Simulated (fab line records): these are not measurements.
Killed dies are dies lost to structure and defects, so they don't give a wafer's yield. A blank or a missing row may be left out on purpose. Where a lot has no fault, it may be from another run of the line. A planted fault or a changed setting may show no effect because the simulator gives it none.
One fault through the eyes of 2 desks    flow gf180mcu    every desk sees just its own numbers, and what lay behind them comes last

== FOR THE TOOL OWNER'S DESK: rtp-anneal-01 ==
Per lot that ran on this tool, the mean of the sampled wafers carrying a number, from the tool's own readings at GF_SALICIDE_RTA_06 (time 30 s). A lot is out of limits, marked OUT, if its mean lies more than 4 standard deviations from the usual mean; the brackets give that distance.
Columns: A = chamber-o2-ppm at GF_SALICIDE_RTA_06, usual 2.000; B = lamp-power-pct at GF_SALICIDE_RTA_06, usual 5.65 %; C = wafer_temp_C_max at GF_SALICIDE_RTA_06, usual 532.5
lot   first seen here  A      B               C
L779  day 15 22:06     1.984  5.44            532.3
L782  day 16 20:08     2.006  3.08 (-12) OUT  404.5 (-99 or more) OUT
L783  day 17 08:46     1.985  3.08 (-12) OUT  404.7 (-99 or more) OUT
L792  day 20 16:32     2.000  5.43            532.5
L794  day 21 06:41     2.033  5.43            532.9
L796  day 22 06:16     2.032  5.43            532.5
L797  day 22 11:47     1.991  5.43            532.5
L798  day 22 16:23     1.985  5.43            531.9
L800  day 23 10:34     2.016  5.43            532.6
This desk's finding: out of limits on L782, L783; first on L782, day 16 20:08 (lamp-power-pct at GF_SALICIDE_RTA_06). Within limits: L779, L792, L794, L796, L797, L798, L800.

== METROLOGY DESK ==
What the gauges read for every lot (on any tool): the sampled wafers with a number, averaged. A lot is out of limits, marked OUT, if its mean lies more than 4 standard deviations from the usual mean; the brackets give that distance.
Columns: A = cd-nm at GF_PSD_CD_MEAS_07, usual 400.4 nm
lot   first seen here  A
L777  day 14 03:11     401.8
L779  day 14 23:40     401.7
L782  day 15 20:21     401.7
L783  day 16 09:04     402.0
L789  day 18 06:13     401.0
L790  day 19 00:11     401.4
L792  day 19 15:46     395.6
L794  day 20 05:30     399.0
L795  day 20 22:40     402.6
L796  day 21 05:02     402.3
L797  day 21 11:07     401.8
L798  day 21 16:07     403.5
L800  day 22 10:08     397.1
This desk's verdict: no lot among the 13 shows anything out of limits.

== ALL TOGETHER ==
At day 16 20:08, on L782, L783, the tool owner's desk was in a position to raise an alarm.
Nothing out of limits was seen by the metrology desk.
The metrology desk holds a record of L782, L783, inside its limits.
All the named lots went through GF_SALICIDE_RTA_06 on rtp-anneal-01.

== WHAT THE SIMULATOR PUT IN ==
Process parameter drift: rtp-anneal-01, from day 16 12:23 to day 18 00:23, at GF_SALICIDE_RTA_06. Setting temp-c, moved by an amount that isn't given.
Lots struck among those shown: L782, L783.
Hours from the fault's start to each desk's first reading out of limits: the tool owner's desk, 8.
